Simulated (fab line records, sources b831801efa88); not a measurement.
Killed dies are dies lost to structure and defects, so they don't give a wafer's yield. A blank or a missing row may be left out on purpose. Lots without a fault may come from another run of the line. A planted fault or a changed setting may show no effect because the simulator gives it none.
Tool commonality check | flow sky130 | 11 lots, 33 wafers sampled

WHY IT WAS OPENED
At SKY_RES_PROTECT_TW_MEAS_08 the reading POLY_GATE_TW is flagged on 2 of 11 lots. Wafers without a fault read 4002, standard deviation 23.
Rule: a lot is flagged when every wafer of it that has a number lies more than 4 standard deviations from that mean, or none has a number. The other lots count as sound.

lot  | measured     | on            | POLY_GATE_TW, wafer by wafer | flag
L738 | day 16 00:29 | film_metro-04 | 3990 3975 4011               |
L739 | day 16 11:40 | film_metro-01 | 4000 3986 4002               |
L741 | day 16 17:14 | film_metro-04 | 3968 3991 3943               |
L742 | day 16 18:03 | film_metro-01 | 4006 4011 4000               |
L748 | day 19 00:08 | film_metro-01 | 3733 3729 3750               | FLAGGED
L749 | day 19 00:25 | film_metro-02 | 3745 3726 3720               | FLAGGED
L755 | day 21 23:58 | film_metro-01 | 4021 4009 4021               |
L754 | day 22 00:04 | film_metro-04 | 3998 3983 4004               |
L757 | day 22 06:00 | film_metro-01 | 4011 4016 4022               |
L758 | day 22 12:09 | film_metro-02 | 4038 4024 3995               |
L761 | day 23 02:30 | film_metro-01 | 4041 4039 4019               |
The numbers of the flagged lots are 3734 on average: -268 against the usual, or -12 standard deviations.

WHICH TOOL RAN EACH LOT
The record holds 3 process steps before the reading, out of a route of 708 steps. In each cell: the tool, then ch and the chambers that the sampled wafers went through, then the start.
lot  | flag    | SKY_SONOS_ONO_ETCH_15              | SKY_POLY_GATE_IMPLANT_02        | SKY_RES_PROTECT_STRIP_07
L738 |         | rie_diel-04 ch 1,3, day 13 11:14   | implanter-01 ch 0, day 16 00:15 | plasma_asher-02 ch 0,1, day 16 00:23
L739 |         | rie_diel-04 ch 1,2,3, day 13 20:17 | implanter-02 ch 0, day 16 11:25 | plasma_asher-02 ch 0,1, day 16 11:34
L741 |         | rie_diel-01 ch 1,2,3, day 14 01:31 | implanter-02 ch 0, day 16 17:00 | plasma_asher-02 ch 0,1, day 16 17:08
L742 |         | rie_diel-03 ch 1,2, day 14 04:13   | implanter-02 ch 0, day 16 17:48 | plasma_asher-02 ch 0,1, day 16 17:57
L748 | FLAGGED | rie_diel-04 ch 0,2,3, day 15 23:52 | implanter-02 ch 0, day 18 23:55 | plasma_asher-01 ch 0,1, day 19 00:02
L749 | FLAGGED | rie_diel-04 ch 0,1,2, day 16 04:43 | implanter-02 ch 0, day 19 00:12 | plasma_asher-03 ch 0,1, day 19 00:20
L755 |         | rie_diel-03 ch 0,3, day 18 12:34   | implanter-04 ch 0, day 21 23:43 | plasma_asher-01 ch 0,1, day 21 23:52
L754 |         | rie_diel-04 ch 0,1,3, day 18 12:10 | implanter-01 ch 0, day 21 23:51 | plasma_asher-02 ch 0,1, day 21 23:59
L757 |         | rie_diel-04 ch 0,3, day 19 06:49   | implanter-01 ch 0, day 22 05:45 | plasma_asher-02 ch 0,1, day 22 05:54
L758 |         | rie_diel-01 ch 1,2, day 19 17:10   | implanter-02 ch 0, day 22 11:54 | plasma_asher-02 ch 0,1, day 22 12:03
L761 |         | rie_diel-04 ch 2,3, day 20 07:46   | implanter-02 ch 0, day 23 02:15 | plasma_asher-02 ch 0,1, day 23 02:24
What these steps do:
- SKY_SONOS_ONO_ETCH_15: etches the open film in CHF3/O2, target depth 19.52 nm, time 7.8 s.
- SKY_POLY_GATE_IMPLANT_02
- SKY_RES_PROTECT_STRIP_07: strips in O2/N2.
- SKY_RES_PROTECT_TW_MEAS_08

FLAGGED OVER TOTAL, TOOL BY TOOL (the gauges that took the reading come last)
step                       | tool            | lots run | flagged | share of the flagged lots | sound lots run after its first flagged lot
SKY_SONOS_ONO_ETCH_15      | rie_diel-01     | 2        | 0       | none                      | -
SKY_SONOS_ONO_ETCH_15      | rie_diel-03     | 2        | 0       | none                      | -
SKY_SONOS_ONO_ETCH_15      | rie_diel-04     | 7        | 2       | all                       | 3 (L754,L757,L761)
SKY_POLY_GATE_IMPLANT_02   | implanter-01    | 3        | 0       | none                      | -
SKY_POLY_GATE_IMPLANT_02   | implanter-02    | 7        | 2       | all                       | 2 (L758,L761)
SKY_POLY_GATE_IMPLANT_02   | implanter-04    | 1        | 0       | none                      | -
SKY_RES_PROTECT_STRIP_07   | plasma_asher-01 | 2        | 1       | some                      | 1 (L755)
SKY_RES_PROTECT_STRIP_07   | plasma_asher-02 | 8        | 0       | none                      | -
SKY_RES_PROTECT_STRIP_07   | plasma_asher-03 | 1        | 1       | some                      | 0
SKY_RES_PROTECT_TW_MEAS_08 | film_metro-01   | 6        | 1       | some                      | 3 (L755,L757,L761)
SKY_RES_PROTECT_TW_MEAS_08 | film_metro-02   | 2        | 1       | some                      | 1 (L758)
SKY_RES_PROTECT_TW_MEAS_08 | film_metro-04   | 3        | 0       | none                      | -

WHAT THE TABLE ALLOWS
2 rows of the table ran every flagged lot: rie_diel-04 at SKY_SONOS_ONO_ETCH_15, implanter-02 at SKY_POLY_GATE_IMPLANT_02.
- rie_diel-04 at SKY_SONOS_ONO_ETCH_15: 2 of its 7 lots flagged. Sound lots ran on it after the first flagged one (L754, L757, L761), which a lasting fault on the whole tool wouldn't allow.
- implanter-02 at SKY_POLY_GATE_IMPLANT_02: 2 of its 7 lots flagged. Sound lots ran on it after the first flagged one (L758, L761), which a lasting fault on the whole tool wouldn't allow. Its own readings lie more than 4 standard deviations out on every wafer of the flagged lots: beam_on_s, dose_ions_cm2.
No row of the table ran every flagged lot and no sound lot after the first.

WHAT THE SIMULATOR HAD PUT IN
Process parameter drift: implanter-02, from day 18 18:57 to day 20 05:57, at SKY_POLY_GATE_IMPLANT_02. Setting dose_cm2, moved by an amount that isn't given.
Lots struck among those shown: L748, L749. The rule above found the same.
